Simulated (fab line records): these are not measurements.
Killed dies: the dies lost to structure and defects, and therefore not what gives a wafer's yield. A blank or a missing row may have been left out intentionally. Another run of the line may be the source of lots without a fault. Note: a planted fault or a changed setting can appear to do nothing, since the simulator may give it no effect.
fab line records	flow sky130
[record] lots = 7	wafers = 21	last_day = 50
route steps=708 shown LI_CONTACT@365 PAD_OPEN@708
lots that met no fault: taken from a fault-free run of the same line
start_h: start of the lot's first displayed wafer, in hours after the record's first day	wait_h: time in hours since the lot's previous step	" repeats the value in the row above	L1.1+2: a single row standing in for several wafers	- value missing, or start not given	* or withheld: withheld	< > ~ a bound
route shown NAME@n: names a module that has steps shown in the file, with the first one's number in the route	usual: the fault-free wafers' mean and standard deviation	same: alike in all rows	chamber/n: place in a boat	sites: per-site readings	_std_site: how widely they spread, as a standard deviation	_edge_site: mean of outer sites minus mean of inner sites	radius_mm: how far each site lies from the wafer's centre	mask NAME#n: copy n	behind: tool/chamber where the wafer was last shaped	hold: reason for holding the lot/hours on hold/outcome of the hold	device: names the non-switching transistor (n, p or np)	end of line: the same wafers' tests at the end of the route	a step without rows: its recipe alone	killed: at the first sort, the dies lost to defects and structure; wafer yield is something else	map: dies across one wafer; x = killed, . = not, _ = none there
set.NAME: the setting the step ran with; set.NAME@STEP: the setting that earlier step ran with	model.NAME: the simulator's own value behind a step, which no gauge read
lots at selected steps of the route; one table per step, one row per wafer
services: a tool's chamber out of use, with start hour (start_h, from the record's first day; less than 0 if before it), hours out, and reason
[[steps]]
[step SKY_LI_CONTACT_BOW_MEAS_03]
[recipe] mode = bow
[usual] LI_CONTACT_BOW = 56/6.4
lot.wafer	tool	chamber	start_h	wait_h	LI_CONTACT_BOW[um]
L866.1	film_metro-02	-	656.53	0.1	65
L866.4	"	-	"	"	59
L866.5	"	-	"	"	60
L869.1	film_metro-04	-	709.78	0.2	60
L869.3	"	-	"	"	67
L869.5	"	-	"	"	55
L874.1	film_metro-02	-	734.54	0.2	55
L874.2	"	-	"	"	58
L874.4	"	-	"	"	62
L877.1	film_metro-02	-	756.58	0.2	46
L877.4	"	-	"	"	55
L877.5	"	-	"	"	49
L878.2	film_metro-04	-	764.58	0.2	59
L878.5	"	-	"	"	64
L878.6	"	-	"	"	69
L884.3	film_metro-04	-	809.01	0.2	44
L884.4	"	-	"	"	58
L884.5	"	-	"	"	62
L887.4	film_metro-01	-	826.50	0.3	55
L887.5	"	-	"	"	60
L887.6	"	-	"	"	63
[step SKY_LI_CONTACT_DEHYDRATE_04]
[recipe] temp_c = 200	time_s = 60
[step SKY_LI_CONTACT_HMDS_05]
[recipe] prime_time_s = 60	prime_temp_c = 120
[step SKY_LI_CONTACT_COAT_06]
[recipe] resist = BARC	temp_c = withheld	time_s = withheld	spin_rpm = 3000	resist_thk_nm = 60
[step SKY_LI_CONTACT_COAT_07]
[recipe] resist = KrF-thick	spin_rpm = 3000	resist_thk_nm = 450
[step SKY_LI_CONTACT_SOFTBAKE_08]
[recipe] temp_c = 100	time_s = 92.34	resist = KrF-thick
[usual] plate_sensor_t_centre_C = 100.88/0.01	plate_sensor_t_edge_C = 100.95/0.0098	softbake_temp_c = 100.01/0.12
lot.wafer	tool	chamber	start_h	wait_h	plate_sensor_t_centre_C	plate_sensor_t_edge_C	softbake_temp_c
L866.1	litho_track-01	0	-	-	100.91	100.95	99.83
L866.4	"	0	"	"	100.89	100.95	100.10
L866.5	"	0	"	"	100.89	100.95	99.81
L869.1	litho_track-04	0	-	-	100.87	100.97	100.06
L869.3	"	0	"	"	100.87	100.96	100.05
L869.5	"	0	"	"	100.89	100.94	99.94
L874.1	litho_track-01	0	-	-	100.87	100.94	100.11
L874.2	"	0	"	"	100.88	100.96	100.01
L874.4	"	0	"	"	100.88	100.96	99.92
L877.1	litho_track-04	0	-	-	100.88	100.95	100.09
L877.4	"	0	"	"	100.88	100.96	100.17
L877.5	"	0	"	"	100.86	100.96	99.96
L878.2	litho_track-04	0	-	-	100.86	100.95	99.89
L878.5	"	0	"	"	100.89	100.97	100.00
L878.6	"	0	"	"	100.88	100.98	99.75
L884.3	litho_track-03	0	-	-	100.87	100.95	99.90
L884.4	"	0	"	"	100.88	100.94	99.88
L884.5	"	0	"	"	100.88	100.94	99.81
L887.4	litho_track-04	0	-	-	100.87	100.96	100.07
L887.5	"	0	"	"	100.87	100.96	100.00
L887.6	"	0	"	"	100.89	100.93	100.25
[step SKY_LI_CONTACT_EXPOSE_09]
[recipe] mask_id = LICM1	na = 0.8	source_shape = annular	sigma_inner = 0.55	sigma_outer = 0.85	target_cd_nm = 170	dose_mj = 38
[step SKY_LI_CONTACT_PEB_10]
[recipe] peb_temp_c = withheld	peb_time_s = withheld	resist = KrF-thick
[step SKY_LI_CONTACT_DEVELOP_11]
[recipe] develop_time_s = 60	resist = KrF-thick	dev_temp_c = 21
[step SKY_LI_CONTACT_CD_MEAS_12]
[recipe] target_cd_nm = 170
[usual] cd_nm = 170.4/1.3
lot.wafer	tool	chamber	start_h	wait_h	cd_nm
L866.1	cd_sem-01	-	685.12	-	171.5
L866.4	"	-	"	"	170.6
L866.5	"	-	"	"	169.8
L869.1	cd_sem-01	-	737.21	-	169.7
L869.3	"	-	"	"	171.5
L869.5	"	-	"	"	170.1
L874.1	cd_sem-01	-	761.61	-	172.0
L874.2	"	-	"	"	173.4
L874.4	"	-	"	"	171.8
L877.1	cd_sem-01	-	782.66	-	172.3
L877.4	"	-	"	"	172.9
L877.5	"	-	"	"	170.5
L878.2	cd_sem-02	-	791.83	-	171.4
L878.5	"	-	"	"	170.3
L878.6	"	-	"	"	171.5
L884.3	cd_sem-01	-	835.05	-	170.0
L884.4	"	-	"	"	171.4
L884.5	"	-	"	"	171.1
L887.4	cd_sem-02	-	852.73	-	171.2
L887.5	"	-	"	"	170.7
L887.6	"	-	"	"	170.5
[step SKY_LI_CONTACT_OVL_MEAS_13]
[usual] LI_CONTACT_OVL = 1/5.2
lot.wafer	tool	chamber	start_h	wait_h	LI_CONTACT_OVL[nm]
L866.1	overlay-02	-	685.24	0.1	1
L866.4	"	-	"	"	5
L866.5	"	-	"	"	-3
L869.1	overlay-02	-	737.33	0.1	15
L869.3	"	-	"	"	4
L869.5	"	-	"	"	7
L874.1	overlay-02	-	761.73	0.1	3
L874.2	"	-	"	"	-5
L874.4	"	-	"	"	0
L877.1	overlay-02	-	782.78	0.1	-8
L877.4	"	-	"	"	-8
L877.5	"	-	"	"	-11
L878.2	overlay-01	-	791.94	0.1	7
L878.5	"	-	"	"	7
L878.6	"	-	"	"	8
L884.3	overlay-01	-	835.15	0.1	5
L884.4	"	-	"	"	-8
L884.5	"	-	"	"	4
L887.4	overlay-02	-	852.81	0.1	-2
L887.5	"	-	"	"	2
L887.6	"	-	"	"	-7
[step SKY_LI_CONTACT_ETCH_14]
[recipe] chemistry = N2/H2	target = BARC	ion_energy_ev = 200	source_w = 500	bias_w = 100	pressure_mtorr = 30	n2_flow_sccm = 100	h2_flow_sccm = 200	stop_on = SiO2	time_s = 45.9	target_depth_a = 600
[usual] drypump_motor_current_A = 5.9/0.48	oes_product_au = 0.855/0.0051	rf_fwd_power_W = 494.6/2	throttle_valve_pct = 13.225/0.0095
lot.wafer	tool	chamber	start_h	wait_h	drypump_motor_current_A	oes_product_au	rf_fwd_power_W	rf_hours_counter_h	throttle_valve_pct
L866.1	rie_diel-02	0	685.27	0.0	5.8	0.852	494.6	5	13.228
L866.4	"	2	"	"	6.2	0.858	493.0	6	13.230
L866.5	"	0	"	"	5.9	0.862	495.9	-	13.212
L869.1	rie_diel-04	1	737.37	0.0	6.3	0.855	495.9	12	13.246
L869.3	"	2	"	"	5.5	0.855	495.2	10	13.213
L869.5	"	3	"	"	6.2	0.850	497.5	-	13.212
L874.1	rie_diel-04	1	761.77	0.0	6.2	0.856	494.7	13	13.222
L874.2	"	2	"	"	5.5	0.849	496.6	11	13.213
L874.4	"	3	"	"	6.2	0.844	496.7	12	13.229
L877.1	rie_diel-04	1	782.82	0.0	6.3	0.854	495.1	13	13.226
L877.4	"	0	"	"	5.8	0.856	493.5	7	13.229
L877.5	"	3	"	"	6.2	0.851	496.4	-	13.238
L878.2	rie_diel-04	0	791.97	0.0	5.8	0.853	494.1	8	13.210
L878.5	"	0	"	"	5.8	0.856	494.5	-	13.208
L878.6	"	3	"	"	6.2	0.854	495.8	-	13.215
L884.3	rie_diel-02	2	835.17	0.0	6.2	0.857	494.8	9	13.219
L884.4	"	0	"	"	5.8	0.849	492.8	-	13.220
L884.5	"	2	"	"	6.2	0.854	496.8	-	13.233
L887.4	rie_diel-02	2	852.82	0.0	6.2	0.856	494.7	10	13.230
L887.5	"	2	"	"	6.2	0.852	493.3	-	13.224
L887.6	"	3	"	"	6.5	0.853	492.7	-	13.212
[step SKY_LI_CONTACT_ETCH_15]
[recipe] target = PSG	chemistry = C4F8/O2/Ar	stop_on = Si	taper_deg = 4.15	mask_material = KrF-thick	source_w = 1500	bias_w = 1200	pressure_mtorr = 40	c4f8_flow_sccm = withheld	O2_flow_sccm = 6	Ar_flow_sccm = 300	time_s = withheld	target_depth_a = 6000
[usual] oes_product_au = 0.837/0.0045	rf_fwd_power_W = 1492/5.3
lot.wafer	tool	chamber	start_h	wait_h	oes_product_au	rf_fwd_power_W	model.KrF-thick_of_LI_CONTACT_COAT_07.thk_nm
L866.1	rie_diel-02	0	685.32	0.0	0.834	1493	231
L866.4	"	2	"	"	0.833	1487	231.1
L866.5	"	0	"	"	0.841	1492	229.9
L869.1	rie_diel-04	1	737.41	0.0	0.834	1498	228.3
L869.3	"	2	"	"	0.834	1487	232.1
L869.5	"	3	"	"	0.835	1505	227.9
L874.1	rie_diel-04	1	761.81	0.0	0.831	1499	228.3
L874.2	"	2	"	"	0.836	1490	231.2
L874.4	"	3	"	"	0.829	1726	217.1
L877.1	rie_diel-04	1	782.86	0.0	0.839	1492	227.4
L877.4	"	0	"	"	0.839	1486	226.2
L877.5	"	3	"	"	0.837	1735	218.8
L878.2	rie_diel-04	0	792.01	0.0	0.837	1486	226.1
L878.5	"	0	"	"	0.843	1490	223.7
L878.6	"	3	"	"	0.835	1736	216.6
L884.3	rie_diel-02	2	835.21	0.0	0.845	1492	234
L884.4	"	0	"	"	0.842	1489	233.4
L884.5	"	2	"	"	0.823	1491	234.5
L887.4	rie_diel-02	2	852.87	0.0	0.838	1489	233.1
L887.5	"	2	"	"	0.846	1483	234.4
L887.6	"	3	"	"	0.836	1493	230.8
[step SKY_LI_CONTACT_STRIP_16]
[recipe] chemistry = O2/N2	power_w = 1400	pressure_mtorr = 1500	platen_temp_c = withheld	o2_flow_sccm = 3000	n2_flow_sccm = 300	overash_fraction = 0.5
[usual] drypump_motor_current_A = 5.3/0.46	oes_product_au = 0.376/0.0044	strip_time_to_endpoint_s = 3.490/0.029
lot.wafer	tool	chamber	start_h	wait_h	drypump_motor_current_A	oes_product_au	rf_hours_counter_h	strip_time_to_endpoint_s
L866.1	plasma_asher-03	0	685.40	-	4.9	0.383	53	3.501
L866.4	"	0	"	"	4.9	0.377	-	3.480
L866.5	"	1	"	"	4.9	0.366	-	3.484
L869.1	plasma_asher-04	0	737.50	-	5.7	0.379	29	3.487
L869.3	"	0	"	"	5.7	0.380	-	3.510
L869.5	"	1	"	"	5.2	0.368	-	3.465
L874.1	plasma_asher-01	0	761.90	-	6.0	0.369	2	3.466
L874.2	"	1	"	"	4.9	0.379	2	3.481
L874.4	"	0	"	"	6.0	0.363	-	3.328
L877.1	plasma_asher-01	1	782.95	-	4.9	0.370	5	3.454
L877.4	"	0	"	"	6.0	0.380	-	3.449
L877.5	"	0	"	"	6.0	0.366	-	3.362
L878.2	plasma_asher-04	1	792.10	-	5.2	0.379	36	3.433
L878.5	"	1	"	"	5.2	0.379	-	3.418
L878.6	"	0	"	"	5.7	0.366	-	3.334
L884.3	plasma_asher-01	1	835.33	-	4.9	0.382	-	3.523
L884.4	"	0	"	"	6.0	0.371	-	3.502
L884.5	"	1	"	"	4.9	0.372	-	3.510
L887.4	plasma_asher-03	1	852.99	-	4.9	0.381	-	3.501
L887.5	"	1	"	"	4.9	0.384	-	3.525
L887.6	"	0	"	"	4.9	0.377	-	3.493
[step SKY_LI_CONTACT_CLEAN_17]
[recipe] chemistry = NMP	time_s = 600	temp_c = 60	dry = n2_spin
[step SKY_PAD_OPEN_PROBE_99]
[usual] killed_at_M0_to_M3 = 44/7.2	killed_at_M4_up = 3.2/1.8	killed_at_contacts = 24/5.4	killed_at_front_end = 15/4	killed_at_other = 0.3/0.56	killed_dies = 87/9.2	killed_open = 47/7.3	killed_short = 39/5.7
[same] gross_dies = 492	killed_at_back_side = 0
lot.wafer	tool	chamber	start_h	wait_h	killed_at_M0_to_M3	killed_at_M4_up	killed_at_contacts	killed_at_front_end	killed_at_other	killed_dies	killed_open	killed_short	model.etest.licon_pdiff.rc_ohm	model.etest.licon_ndiff.rc_ohm
L866.1	prober-02	-	1080.74	0.1	27	4	32	18	0	81	46	35	586	177.8
L866.4	prober-02	-	1080.89	0.2	48	5	26	24	0	103	61	42	584.6	180.6
L866.5	prober-02	-	1080.94	0.2	46	4	22	23	0	95	49	46	565.3	178.8
L869.1	prober-02	-	1120.88	0.1	31	5	26	16	1	79	38	41	588.5	181.5
L869.3	prober-02	-	1120.98	0.2	40	4	26	11	1	82	37	44	573.8	180.8
L869.5	prober-02	-	1121.08	0.2	50	1	29	14	0	94	56	38	604.8	181.7
L874.1	prober-01	-	1138.25	0.1	42	3	25	14	1	85	44	41	567.8	171.2
L874.2	prober-01	-	1138.30	0.1	47	0	24	18	0	89	43	46	563.1	178
L874.4	prober-01	-	1138.40	0.2	49	5	18	12	0	84	45	39	569	174.4
L877.1	prober-01	-	1152.51	0.1	37	3	17	12	0	69	40	28	565.3	177.8
L877.4	prober-01	-	1152.66	0.2	34	0	23	14	0	71	35	36	567.9	175.3
L877.5	prober-01	-	1152.71	0.2	54	2	27	13	0	96	55	41	541.8	176.9
L878.2	prober-02	-	1158.62	0.1	44	5	22	20	0	91	50	40	578.8	175.8
L878.5	prober-02	-	1158.77	0.2	41	4	35	20	0	100	53	45	567.5	175.3
L878.6	prober-02	-	1158.82	0.2	37	1	26	17	0	81	41	38	560.8	173.2
L884.3	prober-02	-	1187.48	0.2	37	1	24	21	0	83	47	36	590.5	179.9
L884.4	prober-02	-	1187.53	0.2	31	2	18	29	0	80	48	31	566.3	186.5
L884.5	prober-02	-	1187.58	0.2	39	3	19	18	1	80	49	31	589.6	182.7
L887.4	prober-01	-	1196.38	0.2	57	2	25	11	1	96	43	51	578.9	181.9
L887.5	prober-01	-	1196.43	0.2	44	3	23	19	0	89	51	36	570.9	178.4
L887.6	prober-01	-	1196.48	0.2	54	1	13	17	0	85	42	41	593.9	179.4
// killed by level:class
L866.1 LI_CONTACT:geometric_particle:open=11 FIELD_ISO:geometric_particle:open=7 CONTACT:geometric_particle:open=7 LI_CONTACT:geometric_particle:short=6 CONTACT:geometric_particle:short=6 VIA2:geometric_particle:open=6 VIA1:geometric_particle:open=5 POLY_GATE:geometric_particle:short=4
L866.4 VIA3:geometric_particle:open=12 CONTACT:geometric_particle:open=10 VIA1:geometric_particle:open=10 METAL2:geometric_particle:short=8 VIA2:geometric_particle:open=7 FIELD_ISO:geometric_particle:open=6 POLY_GATE:geometric_particle:open=6 FIELD_ISO:geometric_particle:short=5
L866.5 VIA1:geometric_particle:open=15 CONTACT:geometric_particle:open=10 POLY_GATE:geometric_particle:short=8 FIELD_ISO:geometric_particle:short=6 METAL2:geometric_particle:short=6 LOCAL_INTERCONNECT:geometric_particle:short=5 FIELD_ISO:geometric_particle:open=4 VIA1:geometric_particle:short=4
L869.1 CONTACT:geometric_particle:open=12 CONTACT:geometric_particle:short=7 VIA1:geometric_particle:open=6 FIELD_ISO:geometric_particle:open=4 FIELD_ISO:geometric_particle:short=4 LOCAL_INTERCONNECT:geometric_particle:short=4 VIA3:geometric_particle:open=4 METAL4:geometric_particle:short=4
L869.3 CONTACT:geometric_particle:open=9 LI_CONTACT:geometric_particle:open=9 METAL2:geometric_particle:short=7 VIA1:geometric_particle:open=7 CONTACT:geometric_particle:short=6 VIA1:geometric_particle:short=6 POLY_GATE:geometric_particle:short=5 METAL1:geometric_particle:short=4
L869.5 VIA1:geometric_particle:open=13 VIA2:geometric_particle:open=11 CONTACT:geometric_particle:open=10 LI_CONTACT:geometric_particle:open=7 FIELD_ISO:geometric_particle:open=6 CONTACT:geometric_particle:short=5 LOCAL_INTERCONNECT:geometric_particle:short=5 METAL1:geometric_particle:short=5
L874.1 VIA2:geometric_particle:open=9 METAL2:geometric_particle:short=9 CONTACT:geometric_particle:open=9 METAL1:geometric_particle:short=7 LI_CONTACT:geometric_particle:open=7 FIELD_ISO:geometric_particle:short=5 CONTACT:geometric_particle:short=5 VIA1:geometric_particle:open=5
L874.2 METAL2:geometric_particle:short=14 VIA1:geometric_particle:open=12 LI_CONTACT:geometric_particle:open=10 FIELD_ISO:geometric_particle:short=8 CONTACT:geometric_particle:short=6 VIA3:geometric_particle:open=6 FIELD_ISO:geometric_particle:open=5 CONTACT:geometric_particle:open=4
L874.4 VIA1:geometric_particle:open=8 METAL1:geometric_particle:short=7 VIA3:geometric_particle:open=7 CONTACT:geometric_particle:open=6 FIELD_ISO:geometric_particle:open=5 METAL2:geometric_particle:short=5 VIA2:geometric_particle:short=5 FIELD_ISO:geometric_particle:short=4
L877.1 VIA1:geometric_particle:open=12 CONTACT:geometric_particle:short=5 VIA2:geometric_particle:open=5 LI_CONTACT:geometric_particle:open=4 LOCAL_INTERCONNECT:geometric_particle:short=4 CONTACT:geometric_particle:open=4 METAL2:geometric_particle:short=4 POLY_GATE:geometric_particle:open=3
L877.4 VIA1:geometric_particle:open=8 CONTACT:geometric_particle:open=7 FIELD_ISO:geometric_particle:short=6 LI_CONTACT:geometric_particle:open=6 LOCAL_INTERCONNECT:geometric_particle:short=5 METAL2:geometric_particle:short=5 VIA3:geometric_particle:open=5 CONTACT:geometric_particle:short=4
L877.5 VIA1:geometric_particle:open=12 CONTACT:geometric_particle:short=8 VIA3:geometric_particle:open=8 CONTACT:geometric_particle:open=8 VIA2:geometric_particle:open=8 METAL1:geometric_particle:short=7 VIA1:geometric_particle:short=6 LI_CONTACT:geometric_particle:open=5
L878.2 VIA1:geometric_particle:open=14 VIA2:geometric_particle:open=8 LI_CONTACT:geometric_particle:open=6 FIELD_ISO:geometric_particle:open=5 CONTACT:geometric_particle:open=5 METAL1:geometric_particle:short=5 VIA1:geometric_particle:short=5 FIELD_ISO:geometric_particle:short=4
L878.5 LI_CONTACT:geometric_particle:open=11 VIA1:geometric_particle:open=11 CONTACT:geometric_particle:open=9 CONTACT:geometric_particle:short=8 METAL1:geometric_particle:short=6 VIA3:geometric_particle:short=6 FIELD_ISO:geometric_particle:short=5 POLY_GATE:geometric_particle:open=5
L878.6 LI_CONTACT:geometric_particle:open=9 VIA1:geometric_particle:open=9 POLY_GATE:geometric_particle:short=8 CONTACT:geometric_particle:short=6 CONTACT:geometric_particle:open=6 METAL2:geometric_particle:short=5 VIA2:geometric_particle:open=5 VIA3:geometric_particle:short=4
L884.3 CONTACT:geometric_particle:open=10 VIA2:geometric_particle:open=8 VIA1:geometric_particle:open=6 FIELD_ISO:geometric_particle:open=5 FIELD_ISO:geometric_particle:short=5 POLY_GATE:geometric_particle:short=5 POLY_GATE:geometric_particle:open=5 CONTACT:geometric_particle:short=5
L884.4 POLY_GATE:geometric_particle:open=10 LI_CONTACT:geometric_particle:open=9 FIELD_ISO:geometric_particle:open=8 VIA2:geometric_particle:open=5 POLY_GATE:geometric_particle:short=5 VIA3:geometric_particle:open=5 VIA1:geometric_particle:open=5 METAL2:geometric_particle:short=5
L884.5 VIA1:geometric_particle:open=10 FIELD_ISO:geometric_particle:open=7 VIA2:geometric_particle:open=6 CONTACT:geometric_particle:open=6 LI_CONTACT:geometric_particle:open=5 VIA1:geometric_particle:short=5 FIELD_ISO:geometric_particle:short=4 METAL1:geometric_particle:short=4
L887.4 METAL1:geometric_particle:short=16 VIA1:geometric_particle:open=12 CONTACT:geometric_particle:open=9 LI_CONTACT:geometric_particle:open=7 VIA3:geometric_particle:open=7 CONTACT:geometric_particle:short=6 METAL2:geometric_particle:short=6 VIA3:geometric_particle:short=6
L887.5 VIA3:geometric_particle:open=13 VIA1:geometric_particle:open=8 FIELD_ISO:geometric_particle:open=6 CONTACT:geometric_particle:open=6 LI_CONTACT:geometric_particle:open=6 CONTACT:geometric_particle:short=6 METAL2:geometric_particle:short=5 VIA3:geometric_particle:short=5
L887.6 VIA1:geometric_particle:open=10 VIA3:geometric_particle:open=10 METAL2:geometric_particle:short=7 VIA1:geometric_particle:short=7 CONTACT:geometric_particle:open=6 METAL1:geometric_particle:short=5 FIELD_ISO:geometric_particle:short=4 CONTACT:geometric_particle:short=4
[[services]]
tool	chamber	start_h	hours	kind
plasma_asher-03	-	690.85	2.8	pm
rie_diel-02	1	693.37	4.7	repair
rie_diel-04	0	696.21	8.8	repair
rie_diel-02	1	698.04	-	clean
rie_diel-02	1	698.04	28.2	scheduled_down
rie_diel-02	1	698.04	28.2	vent_cycle
plasma_asher-01	-	733.81	9.0	pm
plasma_asher-01	0	733.81	9.0	vent_cycle
plasma_asher-01	1	733.81	9.0	vent_cycle
plasma_asher-01	-	734.19	2.3	repair
plasma_asher-01	0	742.81	-	clean
plasma_asher-01	1	742.81	-	clean
rie_diel-04	2	754.72	5.6	repair
plasma_asher-04	-	778.46	1.0	repair
rie_diel-02	0	789.76	2.6	repair
rie_diel-02	1	833.92	10.2	repair
rie_diel-04	1	844.44	16.2	repair
plasma_asher-01	-	849.03	28.1	pm
[[key]]
[first_sign] step = SKY_LI_CONTACT_ETCH_15	reading = rf_fwd_power_W	direction = up	sigmas = 45	usual = 1492	struck = 1732
[effect] step = SKY_LI_CONTACT_STRIP_16	reading = strip_time_to_endpoint_s	direction = down	sigmas = 5.1	usual = *	struck = *
[model_effect] step = SKY_LI_CONTACT_ETCH_15	value = KrF-thick_of_LI_CONTACT_COAT_07.thk_nm	without = 227.3	struck = 217.5
[model_effect] step = SKY_PAD_OPEN_PROBE_99	value = etest.licon_pdiff.rc_ohm	without = 578.5	struck = 557.2
met_at SKY_LI_CONTACT_ETCH_15
struck_wafers L874.4,L877.5,L878.6
tester_left_out L874,L877,L878
onset_between 737.41 761.81
[fault] kind = process_parameter_drift	tool = rie_diel-04	chamber = 3	onset_h = 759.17	steps = SKY_LI_CONTACT_ETCH_15	channel = source_w	offset = 240	shape = step	end_h = 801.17	acts_in = these_recipes_only	stated = 1500
// tester_left_out: of these lots the tester's yield and bins aren't shown, on N5 and GAA mostly nor the transistor test; their killed dies are dies lost to structure and defects alone, not to doping, threshold or leakage, so they don't give the yield
